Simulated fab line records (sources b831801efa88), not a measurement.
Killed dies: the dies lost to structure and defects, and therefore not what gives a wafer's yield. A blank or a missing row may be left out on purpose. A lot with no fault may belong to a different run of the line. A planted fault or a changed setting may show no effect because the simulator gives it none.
fab line records	flow sky130
record lots=24	wafers=72	lastDay=50
route steps=708 shown SD_N@353 LI_CONTACT@378 CONTACT@406 METAL2@485 VIA2@519
lots with no fault: from the same line, run without faults
startH: start of the lot's first displayed wafer, in hours after the record's first day	waitH: hours since the lot's step before	" unchanged from the row above	L1.1+2: a single row standing in for several wafers	- either no value or no given start	* or withheld: withheld	< > ~ a bound
route shown NAME@n: names a module that has steps shown in the file, with the first one's number in the route	usual: average and standard deviation across the fault-free wafers	same: alike in all rows	chamber/n: place in a boat	sites: readings site by site	_std_site: the standard deviation of these	_edge_site: the outer-site mean with the inner-site mean subtracted	radiusMm: for every site, how far away it sits from the centre of the wafer	mask NAME#n: copy n	behind: tool/chamber where the wafer was last shaped	hold: why the lot went on hold/how many hours it stayed there/how the hold came to an end	device: the n, p or np transistor that did not switch	end of line: tests run on the same wafers once the route is complete	a step with no rows: only its recipe	killed: the dies lost at the first sort to structure and to defects; this is not the yield of the wafer	map: per-die view of a wafer (x killed, . not killed, _ where there is no die)
set.NAME: the setting as run; set.NAME@STEP: as run at that earlier step	model.NAME: the simulator's own value behind a step, which no gauge read
one table for each step of the route and one row for each wafer, over a sample of lots
services: the hour from which a tool's chamber was out of use, counted from the record's first day as startH (under 0 if before that day), plus the number of hours and why
## steps
# step SKY_SD_N_STRIP_11
# recipe chemistry=O2/N2	powerW=1400	pressureMtorr=1500	platenTempC=withheld	o2FlowSccm=3000	n2FlowSccm=300	overashFraction=0.5
# usual drypumpMotorCurrentA=5.78/0.18	oesProductAu=0.528/0.0049	stripTimeToEndpointS=22.54/0.035
# same overashFraction=0.5
lot.wafer	tool	chamber	startH	waitH	drypumpMotorCurrentA	oesProductAu	rfHoursCounterH	stripTimeToEndpointS
L074.3	plasmaAsher-04	0	642.03	0.1	5.79	0.533	-	22.54
L074.5	"	0	"	"	5.78	0.532	-	22.59
L074.6	"	1	"	"	5.76	0.528	-	22.57
L075.1	plasmaAsher-02	1	650.38	0.1	5.50	0.529	100	22.50
L075.3	"	1	"	"	5.51	0.530	-	22.49
L075.5	"	1	"	"	5.50	0.528	-	22.50
L076.1	plasmaAsher-04	0	659.72	0.1	5.79	0.526	22	22.51
L076.4	"	1	"	"	5.76	0.522	-	22.53
L076.5	"	1	"	"	5.76	0.521	-	22.56
L077.2	plasmaAsher-04	1	675.25	0.1	5.78	0.522	25	22.51
L077.5	"	0	"	"	5.78	0.532	-	22.55
L077.6	"	1	"	"	5.76	0.527	-	22.51
L078.3	plasmaAsher-01	0	688.51	0.1	6.07	0.522	-	22.52
L078.5	"	0	"	"	6.08	0.519	-	22.49
L078.6	"	1	"	"	5.57	0.533	-	22.53
L079.2	plasmaAsher-01	0	691.33	0.1	6.07	0.532	85	22.54
L079.4	"	0	"	"	6.07	0.532	-	22.55
L079.6	"	0	"	"	6.08	0.531	-	22.55
L080.3	plasmaAsher-04	1	700.78	0.1	5.73	0.523	-	22.61
L080.4	"	0	"	"	5.80	0.529	-	22.58
L080.6	"	1	"	"	5.74	0.523	-	22.50
L081.2	plasmaAsher-04	0	709.30	0.1	5.79	0.530	28	22.58
L081.3	"	1	"	"	5.80	0.524	-	22.58
L081.6	"	0	"	"	5.78	0.526	-	22.54
L082.1	plasmaAsher-02	1	716.98	0.1	5.49	0.526	105	22.59
L082.5	"	1	"	"	5.49	0.522	-	22.57
L082.6	"	0	"	"	5.64	0.526	-	22.59
L083.1	plasmaAsher-01	0	730.28	0.1	6.07	0.530	88	22.52
L083.2	"	1	"	"	5.59	0.526	88	22.52
L083.4	"	1	"	"	5.62	0.525	-	22.51
L084.2	plasmaAsher-04	0	730.57	0.1	5.80	0.525	30	22.57
L084.4	"	1	"	"	5.77	0.521	-	22.57
L084.5	"	0	"	"	5.81	0.531	-	22.53
L085.2	plasmaAsher-04	0	738.75	0.1	5.81	0.532	31	22.53
L085.3	"	1	"	"	5.77	0.534	-	22.54
L085.4	"	0	"	"	5.81	0.520	-	22.62
L086.4	plasmaAsher-01	0	758.80	0.1	6.11	0.534	-	22.54
L086.5	"	0	"	"	6.12	0.520	-	22.52
L086.6	"	1	"	"	5.60	0.531	-	22.54
L087.2	plasmaAsher-04	1	762.70	0.1	5.79	0.534	34	22.56
L087.4	"	1	"	"	5.76	0.537	-	22.57
L087.6	"	0	"	"	5.82	0.522	-	22.56
L089.1	plasmaAsher-04	1	771.47	0.1	5.78	0.528	35	22.47
L089.4	"	0	"	"	5.82	0.521	-	22.49
L089.5	"	0	"	"	5.81	0.518	-	22.52
L088.2	plasmaAsher-01	0	774.12	0.1	6.09	0.520	93	22.50
L088.3	"	0	"	"	6.08	0.526	-	22.54
L088.5	"	0	"	"	6.10	0.526	-	22.53
L090.1	plasmaAsher-02	0	776.65	0.1	5.63	0.534	3	22.57
L090.2	"	1	"	"	5.51	0.532	3	22.58
L090.4	"	1	"	"	5.52	0.528	-	22.56
L091.1	plasmaAsher-01	0	780.77	0.1	6.09	0.530	94	22.55
L091.3	"	0	"	"	6.10	0.521	-	22.54
L091.4	"	1	"	"	5.62	0.529	-	22.54
L092.2	plasmaAsher-01	1	796.87	0.1	5.59	0.525	95	22.43
L092.4	"	0	"	"	6.08	0.532	-	22.49
L092.5	"	0	"	"	6.09	0.524	-	22.49
L093.2	plasmaAsher-01	0	798.17	0.1	6.10	0.528	95	22.57
L093.5	"	1	"	"	5.56	0.523	-	22.58
L093.6	"	0	"	"	6.10	0.530	-	22.57
L094.4	plasmaAsher-01	0	811.85	0.1	6.09	0.526	-	22.56
L094.5	"	1	"	"	5.57	0.531	-	22.50
L094.6	"	0	"	"	6.10	0.528	-	22.54
L095.1	plasmaAsher-04	0	814.02	0.1	5.79	0.530	39	22.57
L095.2	"	1	"	"	5.77	0.533	39	22.52
L095.5	"	0	"	"	5.80	0.524	-	22.52
L096.1	plasmaAsher-01	0	821.32	0.1	6.08	0.526	97	22.53
L096.5	"	0	"	"	6.09	0.523	-	22.49
L096.6	"	1	"	"	5.62	0.533	-	22.54
L097.1	plasmaAsher-04	1	824.00	0.1	5.77	0.530	40	22.54
L097.4	"	0	"	"	5.80	0.532	-	22.51
L097.6	"	0	"	"	5.79	0.528	-	22.51
# step SKY_LI_CONTACT_STRIP_16
# recipe chemistry=O2/N2	powerW=1400	pressureMtorr=1500	platenTempC=withheld	o2FlowSccm=3000	n2FlowSccm=300	overashFraction=0.5
# usual drypumpMotorCurrentA=5.66/0.28	oesProductAu=0.376/0.0054	stripTimeToEndpointS=3.49/0.033
# same overashFraction=0.5
lot.wafer	tool	chamber	startH	waitH	drypumpMotorCurrentA	oesProductAu	rfHoursCounterH	stripTimeToEndpointS
L074.3	plasmaAsher-01	0	672.58	-	6.09	0.369	-	3.48
L074.5	"	0	"	"	6.09	0.380	-	3.55
L074.6	"	1	"	"	5.59	0.375	-	3.48
L075.1	plasmaAsher-04	0	681.03	-	5.83	0.379	25	3.48
L075.3	"	1	"	"	5.82	0.382	-	3.44
L075.5	"	1	"	"	5.78	0.376	-	3.47
L076.1	plasmaAsher-04	1	689.71	-	5.74	0.373	26	3.49
L076.4	"	1	"	"	5.75	0.378	-	3.46
L076.5	"	1	"	"	5.76	0.378	-	3.47
L077.2	plasmaAsher-03	1	705.46	-	5.13	0.377	58	3.56
L077.5	"	1	"	"	5.11	0.376	-	3.58
L077.6	"	0	"	"	5.45	0.373	-	3.51
L078.3	plasmaAsher-04	1	717.28	-	5.77	0.379	-	3.45
L078.5	"	0	"	"	5.80	0.381	-	3.45
L078.6	"	1	"	"	5.77	0.373	-	3.46
L079.2	plasmaAsher-01	0	719.95	-	6.11	0.377	88	3.47
L079.4	"	0	"	"	6.10	0.374	-	3.48
L079.6	"	1	"	"	5.59	0.382	-	3.51
L080.3	plasmaAsher-01	1	729.78	-	5.57	0.377	-	3.53
L080.4	"	0	"	"	6.10	0.376	-	3.48
L080.6	"	0	"	"	6.09	0.379	-	3.54
L081.2	plasmaAsher-03	0	738.35	-	5.46	0.378	61	3.49
L081.3	"	0	"	"	5.46	0.382	-	3.54
L081.6	"	1	"	"	5.17	0.376	-	3.53
L082.1	plasmaAsher-04	1	745.38	-	5.75	0.371	32	3.50
L082.5	"	0	"	"	5.80	0.372	-	3.52
L082.6	"	1	"	"	5.74	0.380	-	3.46
L083.1	plasmaAsher-04	0	759.21	-	5.81	0.374	33	3.47
L083.2	"	1	"	"	5.79	0.376	33	3.53
L083.4	"	0	"	"	5.78	0.368	-	3.48
L084.2	plasmaAsher-01	1	759.43	-	5.59	0.375	91	3.56
L084.4	"	0	"	"	6.10	0.375	-	3.46
L084.5	"	1	"	"	5.59	0.372	-	3.45
L085.2	plasmaAsher-03	0	768.61	-	5.44	0.382	64	3.55
L085.3	"	1	"	"	5.15	0.369	-	3.45
L085.4	"	0	"	"	5.44	0.376	-	3.46
L086.4	plasmaAsher-03	1	786.61	-	5.12	0.374	-	3.47
L086.5	"	1	"	"	5.15	0.382	-	3.50
L086.6	"	0	"	"	5.43	0.372	-	3.44
L087.2	plasmaAsher-01	0	790.83	-	6.11	0.380	94	3.50
L087.4	"	0	"	"	6.14	0.390	-	3.55
L087.6	"	0	"	"	6.11	0.360	-	3.42
L089.1	plasmaAsher-04	1	799.50	-	5.79	0.369	37	3.46
L089.4	"	1	"	"	5.82	0.391	-	3.56
L089.5	"	1	"	"	5.77	0.370	-	3.52
L088.2	plasmaAsher-01	0	802.48	-	6.09	0.376	96	3.51
L088.3	"	0	"	"	6.10	0.377	-	3.52
L088.5	"	1	"	"	5.62	0.377	-	3.49
L090.1	plasmaAsher-03	1	804.33	-	5.13	0.380	68	3.51
L090.2	"	0	"	"	5.47	0.380	68	3.51
L090.4	"	1	"	"	5.15	0.379	-	3.50
L091.1	plasmaAsher-03	1	808.51	-	5.14	0.391	68	3.52
L091.3	"	0	"	"	5.43	0.373	-	3.51
L091.4	"	1	"	"	5.13	0.380	-	3.49
L092.2	plasmaAsher-04	1	824.78	-	5.77	0.385	40	3.53
L092.4	"	0	"	"	5.81	0.378	-	3.52
L092.5	"	0	"	"	5.79	0.369	-	3.52
L093.2	plasmaAsher-03	0	826.81	-	5.43	0.372	70	3.46
L093.5	"	0	"	"	5.42	0.373	-	3.52
L093.6	"	1	"	"	5.15	0.383	-	3.51
L094.4	plasmaAsher-04	0	839.86	-	5.80	0.371	-	3.43
L094.5	"	0	"	"	5.80	0.375	-	3.48
L094.6	"	1	"	"	5.78	0.384	-	3.50
L095.1	plasmaAsher-01	0	842.78	-	6.10	0.372	99	3.49
L095.2	"	1	"	"	5.60	0.370	99	3.51
L095.5	"	1	"	"	5.58	0.372	-	3.50
L096.1	plasmaAsher-04	0	849.41	-	5.79	0.385	42	3.47
L096.5	"	1	"	"	5.77	0.367	-	3.48
L096.6	"	0	"	"	5.78	0.381	-	3.51
L097.1	plasmaAsher-04	1	852.18	-	5.74	0.381	43	3.51
L097.4	"	1	"	"	5.76	0.371	-	3.49
L097.6	"	0	"	"	5.79	0.372	-	3.49
# step SKY_CONTACT_CVD_00
# recipe material=Si3N4	targetThkNm=75	tempC=400	timeS=withheld	rfW=450
# usual heaterPowerW=688/87
lot.wafer	tool	chamber	startH	waitH	heaterPowerW
L074.3	pecvd-03	2	703.44	0.0	555
L074.5	"	0	"	"	704
L074.6	"	2	"	"	556
L075.1	pecvd-01	2	711.33	0.0	715
L075.3	"	1	"	"	728
L075.5	"	1	"	"	731
L076.1	pecvd-04	0	719.29	0.0	765
L076.4	"	2	"	"	617
L076.5	"	0	"	"	734
L077.2	pecvd-01	0	735.79	0.0	574
L077.5	"	1	"	"	687
L077.6	"	0	"	"	574
L078.3	pecvd-01	1	747.68	0.0	714
L078.5	"	1	"	"	736
L078.6	"	2	"	"	815
L079.2	pecvd-03	0	749.61	0.0	616
L079.4	"	1	"	"	614
L079.6	"	2	"	"	630
L080.3	pecvd-04	1	759.11	0.0	805
L080.4	"	2	"	"	676
L080.6	"	1	"	"	788
L081.2	pecvd-01	1	767.45	0.0	638
L081.3	"	0	"	"	619
L081.6	"	1	"	"	628
L082.1	pecvd-04	1	774.64	0.0	826
L082.5	"	1	"	"	815
L082.6	"	2	"	"	598
L083.1	pecvd-01	0	788.54	0.0	588
L083.2	"	1	"	"	667
L083.4	"	1	"	"	663
L084.2	pecvd-04	2	789.01	0.0	656
L084.4	"	2	"	"	632
L084.5	"	2	"	"	651
L085.2	pecvd-01	0	797.99	0.0	671
L085.3	"	2	"	"	840
L085.4	"	2	"	"	850
L086.4	pecvd-03	2	814.61	0.0	568
L086.5	"	0	"	"	622
L086.6	"	1	"	"	527
L087.2	pecvd-04	1	819.68	0.0	831
L087.4	"	2	"	"	603
L087.6	"	0	"	"	780
L089.1	pecvd-04	0	828.08	0.0	803
L089.4	"	0	"	"	793
L089.5	"	1	"	"	808
L088.2	pecvd-01	0	831.72	0.0	623
L088.3	"	2	"	"	811
L088.5	"	0	"	"	626
L090.1	pecvd-03	1	833.27	0.0	579
L090.2	"	2	"	"	540
L090.4	"	1	"	"	602
L091.1	pecvd-04	2	837.06	0.0	566
L091.3	"	1	"	"	725
L091.4	"	2	"	"	578
L092.2	pecvd-04	1	853.19	0.0	734
L092.4	"	1	"	"	737
L092.5	"	2	"	"	684
L093.2	pecvd-01	2	855.35	0.0	807
L093.5	"	0	"	"	646
L093.6	"	1	"	"	707
L094.4	pecvd-01	0	868.79	0.0	682
L094.5	"	2	"	"	826
L094.6	"	1	"	"	649
L095.1	pecvd-04	1	870.57	0.0	848
L095.2	"	2	"	"	674
L095.5	"	2	"	"	671
L096.1	pecvd-03	2	877.32	0.0	578
L096.5	"	0	"	"	703
L096.6	"	1	"	"	638
L097.1	pecvd-01	0	880.28	0.0	560
L097.4	"	1	"	"	651
L097.6	"	2	"	"	742
# step SKY_METAL2_SPUTTER_02
# recipe material=AlCu	targetThkNm=250	powerW=10600	timeS=13.3	chamberPressurePa=0.4
# usual throttleValvePct=29.5/0.99
lot.wafer	tool	chamber	startH	waitH	throttleValvePct
L074.3	pvdSputter-04	-	791.41	0.0	29.5
L074.5	"	-	"	"	30.9
L074.6	"	-	"	"	28.1
L075.1	pvdSputter-04	-	798.93	0.0	29.7
L075.3	"	-	"	"	28.1
L075.5	"	-	"	"	29.6
L076.1	pvdSputter-02	-	807.55	0.0	28.4
L076.4	"	-	"	"	27.9
L076.5	"	-	"	"	28.0
L077.2	pvdSputter-02	-	820.59	0.0	30.0
L077.5	"	-	"	"	30.1
L077.6	"	-	"	"	28.1
L078.3	pvdSputter-03	-	835.24	0.0	30.1
L078.5	"	-	"	"	31.1
L078.6	"	-	"	"	29.8
L079.2	pvdSputter-02	-	836.33	0.0	30.0
L079.4	"	-	"	"	28.0
L079.6	"	-	"	"	29.1
L080.3	pvdSputter-03	-	844.19	0.0	29.4
L080.4	"	-	"	"	29.8
L080.6	"	-	"	"	29.3
L081.2	pvdSputter-04	-	851.31	0.0	29.8
L081.3	"	-	"	"	30.5
L081.6	"	-	"	"	28.3
L082.1	pvdSputter-02	-	859.52	0.0	28.6
L082.5	"	-	"	"	29.3
L082.6	"	-	"	"	28.5
L083.1	pvdSputter-04	-	873.01	0.0	30.3
L083.2	"	-	"	"	28.4
L083.4	"	-	"	"	29.6
L084.2	pvdSputter-02	-	873.33	0.0	29.1
L084.4	"	-	"	"	28.2
L084.5	"	-	"	"	30.5
L085.2	pvdSputter-04	-	882.00	0.0	30.6
L085.3	"	-	"	"	29.8
L085.4	"	-	"	"	29.6
L086.4	pvdSputter-02	-	897.72	0.0	28.2
L086.5	"	-	"	"	28.3
L086.6	"	-	"	"	29.1
L087.2	pvdSputter-04	-	903.04	0.0	31.0
L087.4	"	-	"	"	30.6
L087.6	"	-	"	"	28.4
L089.1	pvdSputter-04	-	910.64	0.0	30.5
L089.4	"	-	"	"	29.5
L089.5	"	-	"	"	30.4
L088.2	pvdSputter-04	-	915.61	0.0	31.0
L088.3	"	-	"	"	28.3
L088.5	"	-	"	"	28.0
L090.1	pvdSputter-03	-	915.91	0.0	29.9
L090.2	"	-	"	"	30.8
L090.4	"	-	"	"	30.4
L091.1	pvdSputter-04	-	920.06	0.0	29.8
L091.3	"	-	"	"	28.3
L091.4	"	-	"	"	30.9
L092.2	pvdSputter-02	-	935.11	0.0	28.3
L092.4	"	-	"	"	28.3
L092.5	"	-	"	"	29.2
L093.2	pvdSputter-04	-	938.64	0.0	29.6
L093.5	"	-	"	"	30.2
L093.6	"	-	"	"	28.2
L094.4	pvdSputter-02	-	949.54	0.0	28.4
L094.5	"	-	"	"	28.2
L094.6	"	-	"	"	29.8
L095.1	pvdSputter-03	-	953.67	0.0	30.9
L095.2	"	-	"	"	30.0
L095.5	"	-	"	"	29.9
L096.1	pvdSputter-02	-	958.90	0.0	29.4
L096.5	"	-	"	"	28.3
L096.6	"	-	"	"	30.0
L097.1	pvdSputter-04	-	960.54	0.0	28.0
L097.4	"	-	"	"	30.9
L097.6	"	-	"	"	30.3
# step SKY_VIA2_CD_MEAS_12
# recipe targetCdNm=200
# usual cdNm=200.0/1.4
lot.wafer	tool	chamber	startH	waitH	cdNm
L074.3	cdSem-02	-	846.36	-	200.7
L074.5	"	-	"	"	198.4
L074.6	"	-	"	"	199.9
L075.1	cdSem-01	-	853.02	-	199.9
L075.3	"	-	"	"	200.3
L075.5	"	-	"	"	199.8
L076.1	cdSem-02	-	862.61	-	202.3
L076.4	"	-	"	"	200.7
L076.5	"	-	"	"	201.4
L077.2	cdSem-02	-	875.19	-	200.7
L077.5	"	-	"	"	200.5
L077.6	"	-	"	"	200.7
L078.3	cdSem-01	-	888.41	-	200.2
L078.5	"	-	"	"	200.1
L078.6	"	-	"	"	200.2
L079.2	cdSem-02	-	890.10	-	196.9
L079.4	"	-	"	"	198.2
L079.6	"	-	"	"	197.7
L080.3	cdSem-02	-	897.81	-	200.9
L080.4	"	-	"	"	201.3
L080.6	"	-	"	"	200.9
L081.2	cdSem-02	-	904.88	-	200.5
L081.3	"	-	"	"	200.8
L081.6	"	-	"	"	201.0
L082.1	cdSem-02	-	913.17	-	198.6
L082.5	"	-	"	"	197.0
L082.6	"	-	"	"	198.5
L083.1	cdSem-01	-	926.07	-	201.8
L083.2	"	-	"	"	203.0
L083.4	"	-	"	"	201.6
L084.2	cdSem-02	-	926.44	-	202.5
L084.4	"	-	"	"	201.4
L084.5	"	-	"	"	200.5
L085.2	cdSem-02	-	934.04	-	200.4
L085.3	"	-	"	"	199.8
L085.4	"	-	"	"	198.1
L086.4	cdSem-01	-	949.14	-	201.8
L086.5	"	-	"	"	202.1
L086.6	"	-	"	"	200.6
L087.2	cdSem-02	-	954.20	-	201.3
L087.4	"	-	"	"	200.9
L087.6	"	-	"	"	201.2
L089.1	cdSem-02	-	961.47	-	200.6
L089.4	"	-	"	"	198.9
L089.5	"	-	"	"	198.9
L088.2	cdSem-02	-	965.94	-	198.1
L088.3	"	-	"	"	197.1
L088.5	"	-	"	"	198.4
L090.1	cdSem-01	-	966.81	-	202.0
L090.2	"	-	"	"	201.8
L090.4	"	-	"	"	202.4
L091.1	cdSem-02	-	972.12	-	198.3
L091.3	"	-	"	"	198.9
L091.4	"	-	"	"	199.1
L092.2	cdSem-01	-	984.30	-	202.0
L092.4	"	-	"	"	199.9
L092.5	"	-	"	"	203.0
L093.2	cdSem-02	-	988.59	-	198.2
L093.5	"	-	"	"	200.0
L093.6	"	-	"	"	200.1
L094.4	cdSem-01	-	999.33	-	198.1
L094.5	"	-	"	"	197.2
L094.6	"	-	"	"	198.1
L095.1	cdSem-02	-	1004.21	-	200.7
L095.2	"	-	"	"	199.7
L095.5	"	-	"	"	200.3
L096.1	cdSem-02	-	1008.93	-	200.9
L096.5	"	-	"	"	198.9
L096.6	"	-	"	"	200.0
L097.1	cdSem-01	-	1009.52	-	200.8
L097.4	"	-	"	"	200.2
L097.6	"	-	"	"	200.2
# step SKY_VIA2_CVD_21
# recipe material=W	targetThkNm=420	timeS=126.4	tempC=400	pressureTorr=40
# usual heaterPowerW=825/28
lot.wafer	tool	chamber	startH	waitH	heaterPowerW
L074.3	cvdW-02	0	847.35	0.1	864
L074.5	"	1	"	"	829
L074.6	"	0	"	"	859
L075.1	cvdW-01	1	853.95	0.0	830
L075.3	"	1	"	"	827
L075.5	"	0	"	"	852
L076.1	cvdW-02	1	863.53	0.0	828
L076.4	"	1	"	"	825
L076.5	"	0	"	"	864
L077.2	cvdW-01	0	876.09	0.0	856
L077.5	"	0	"	"	855
L077.6	"	1	"	"	829
L078.3	cvdW-01	1	889.38	0.1	820
L078.5	"	0	"	"	863
L078.6	"	1	"	"	815
L079.2	cvdW-02	1	891.08	0.0	840
L079.4	"	1	"	"	820
L079.6	"	1	"	"	800
L080.3	cvdW-02	0	898.81	0.1	857
L080.4	"	1	"	"	814
L080.6	"	0	"	"	842
L081.2	cvdW-01	0	905.81	0.0	850
L081.3	"	0	"	"	846
L081.6	"	0	"	"	848
L082.1	cvdW-01	0	914.09	0.0	866
L082.5	"	1	"	"	828
L082.6	"	0	"	"	857
L083.1	cvdW-01	1	927.03	0.0	817
L083.2	"	0	"	"	848
L083.4	"	0	"	"	889
L084.2	cvdW-02	0	927.35	0.0	794
L084.4	"	1	"	"	824
L084.5	"	1	"	"	788
L085.2	cvdW-01	0	934.94	0.0	860
L085.3	"	0	"	"	864
L085.4	"	1	"	"	816
L086.4	cvdW-02	1	950.03	0.1	821
L086.5	"	0	"	"	790
L086.6	"	1	"	"	788
L087.2	cvdW-02	1	955.09	0.0	817
L087.4	"	0	"	"	788
L087.6	"	0	"	"	796
L089.1	cvdW-02	1	962.39	0.0	811
L089.4	"	0	"	"	794
L089.5	"	0	"	"	785
L088.2	cvdW-01	0	966.84	0.0	846
L088.3	"	1	"	"	803
L088.5	"	1	"	"	800
L090.1	cvdW-01	1	967.73	0.0	809
L090.2	"	0	"	"	848
L090.4	"	1	"	"	823
L091.1	cvdW-02	1	973.05	0.0	814
L091.3	"	0	"	"	791
L091.4	"	1	"	"	791
L092.2	cvdW-01	0	985.28	0.0	870
L092.4	"	0	"	"	870
L092.5	"	0	"	"	871
L093.2	cvdW-02	0	989.49	0.0	801
L093.5	"	1	"	"	798
L093.6	"	0	"	"	786
L094.4	cvdW-02	0	1000.23	0.1	803
L094.5	"	1	"	"	791
L094.6	"	0	"	"	793
L095.1	cvdW-01	0	1005.13	0.0	850
L095.2	"	1	"	"	816
L095.5	"	1	"	"	817
L096.1	cvdW-01	1	1009.88	0.0	822
L096.5	"	0	"	"	847
L096.6	"	1	"	"	807
L097.1	cvdW-02	0	1010.47	0.0	794
L097.4	"	1	"	"	807
L097.6	"	1	"	"	784
## services
tool	chamber	startH	hours	kind
pvdSputter-02	-	663.01	2.0	repair
pecvd-04	0	673.46	3.2	repair
pecvd-01	-	678.23	2.8	pm
cvdW-01	1	687.25	18.7	repair
pvdSputter-04	-	702.77	7.5	repair
pvdSputter-04	-	708.30	3.3	repair
cvdW-01	0	716.98	2.7	repair
cvdW-02	0	726.01	8.8	repair
plasmaAsher-01	-	732.18	2.8	pm
pvdSputter-04	-	743.59	1.4	repair
cvdW-02	-	747.44	0.9	repair
pecvd-04	0	760.20	23.6	repair
pecvd-01	-	789.17	0.7	repair
pvdSputter-04	-	794.33	1.5	repair
plasmaAsher-01	-	815.12	2.1	repair
cvdW-02	-	831.65	6.9	pm
plasmaAsher-01	-	869.28	0.9	repair
cvdW-02	-	904.00	14.0	pm
pecvd-01	1	956.27	12.0	repair
plasmaAsher-01	-	963.39	1.2	repair
plasmaAsher-01	-	971.42	11.7	repair
pecvd-01	2	982.29	7.0	repair
pecvd-01	-	1003.90	0.5	repair
plasmaAsher-01	-	1005.52	0.3	repair
## key
fault none
